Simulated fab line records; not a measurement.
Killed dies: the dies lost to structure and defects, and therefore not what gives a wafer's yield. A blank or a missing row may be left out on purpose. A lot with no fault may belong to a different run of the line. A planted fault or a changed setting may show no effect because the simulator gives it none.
Comparing a struck lot with a sound one || flow sky130 || 24 steps out of a route of 708
Sound: wafers L729.2, L729.5, L729.6. Wafers struck: L741.2, L741.5, L741.6. The cause comes at the end.
At each step with rows: each side's tool, then ch and its chambers, then its first start. Under that, the readings that differ: sound wafers || struck wafers || difference of the means || sigmas: that difference in standard deviations of wafers without a fault.
alike: readings with means less than 2 such deviations apart, plus words and numbers identical on both sides. not compared: withheld readings, readings lacking a value on some wafer, bounds such as >300 that could conceal the same value, and numbers that have no deviation in the record and whose values overlap.
The two part at a step that has a row with sigmas, a row that says differs or no value, or rows on one side only. When numbers do not overlap yet have no deviation, they are printed without sigmas and do not part them. A reading missing from all wafers of one side parts the sides only when that side holds two or more wafers.

first, 8 steps without rows for these wafers: SKY_RES_XHIGH_DEHYDRATE_00 (time 60 s); SKY_RES_XHIGH_HMDS_01 (prime time 60 s); SKY_RES_XHIGH_COAT_02 (resist thk 1140 nm); SKY_RES_XHIGH_SOFTBAKE_03 (time 60 s); SKY_RES_XHIGH_EXPOSE_04 (exposes mask URPM, target cd 1270 nm); SKY_RES_XHIGH_PEB_05; SKY_RES_XHIGH_DEVELOP_06 (develop time 60 s); SKY_RES_XHIGH_IMPLANT_07.
SKY_RES_XHIGH_STRIP_08: strips in O2/N2.
  sound on plasma_asher-03 ch 0,1, day 28 16:28; struck on plasma_asher-01 ch 0,1, day 32 14:10
  alike: drypump_motor_current_A, n2_flow_sccm, oes_product_au, strip_time_to_endpoint_s
  not compared: rf_hours_counter_h
SKY_RES_XHIGH_TW_MEAS_09:
  sound: film_metro-01 at day 28 16:34; struck: film_metro-01 at day 32 14:17
  alike: RES_XHIGH_TW
then, 2 steps without rows for these wafers: SKY_SD_N_DEHYDRATE_00 (time 60 s); SKY_SD_N_HMDS_01 (prime time 60 s).
SKY_SD_N_COAT_02: resist thk 1140 nm.
  sound on litho_track-01 ch 0, day 29 06:04; struck on litho_track-01 ch 0, day 33 02:52
{"reading": "model.NOVOLAK_of_SD_N_COAT_02.thk_nm (nm)", "sound": "1135 1134 1134", "struck": "1108 1105 1106", "difference": -28, "sigmas": ""}
  alike: resist_line_temp_C
then, 3 steps without rows for these wafers: SKY_SD_N_SOFTBAKE_03 (time 60 s); SKY_SD_N_EXPOSE_04 (exposes mask NSDM, target cd 380 nm); SKY_SD_N_PEB_05.
SKY_SD_N_DEVELOP_06: develop time 60 s.
  sound on litho_track-02 ch 0, day 29 19:48; struck on litho_track-02 ch 0, day 33 16:30
{"reading": "model.NOVOLAK_of_SD_N_COAT_02.thk_nm (nm)", "sound": "1135 1134 1133", "struck": "1108 1105 1106", "difference": -28, "sigmas": ""}
  alike: resist_line_temp_C
SKY_SD_N_CD_MEAS_07: the cd target is 380 nm.
  sound: cd_sem-02 at day 29 19:56; struck: cd_sem-02 at day 33 16:38
{"reading": "cd_nm (nm)", "sound": "378.5 380.9 381.8", "struck": "387.6 385.1 385.7", "difference": "+5.7", "sigmas": "+2"}
SKY_SD_N_OVL_MEAS_08:
  sound: overlay-01 at day 29 20:03; struck: overlay-02 at day 33 16:45
  alike: SD_N_OVL
then, 2 steps without rows for these wafers: SKY_SD_N_IMPLANT_09; SKY_SD_N_IMPLANT_10.
SKY_SD_N_STRIP_11: strips in O2/N2.
  sound on plasma_asher-01 ch 0,1, day 29 20:23; struck on plasma_asher-03 ch 0,1, day 33 17:05
{"reading": "oes_product_au (a.u.)", "sound": "0.524 0.530 0.528", "struck": "0.518 0.519 0.519", "difference": -0.009, "sigmas": -2}
{"reading": "strip_time_to_endpoint_s (s)", "sound": "22.50 22.48 22.45", "struck": "22.18 22.11 22.16", "difference": -0.33, "sigmas": -8}
  alike: drypump_motor_current_A, n2_flow_sccm
  not compared: rf_hours_counter_h
SKY_SD_N_TW_MEAS_12:
  sound: film_metro-04 at day 29 20:29; struck: film_metro-04 at day 33 17:11
  alike: SD_N_TW
SKY_PAD_OPEN_PROBE_99:
  rows exist in the record for the sound wafers here (prober-01, day 47 07:21), none for the struck ones

WHERE THEY PART
At SKY_SD_N_CD_MEAS_07 first; at SKY_PAD_OPEN_PROBE_99 last (within this record only).

WHY: what had been put in by the simulator
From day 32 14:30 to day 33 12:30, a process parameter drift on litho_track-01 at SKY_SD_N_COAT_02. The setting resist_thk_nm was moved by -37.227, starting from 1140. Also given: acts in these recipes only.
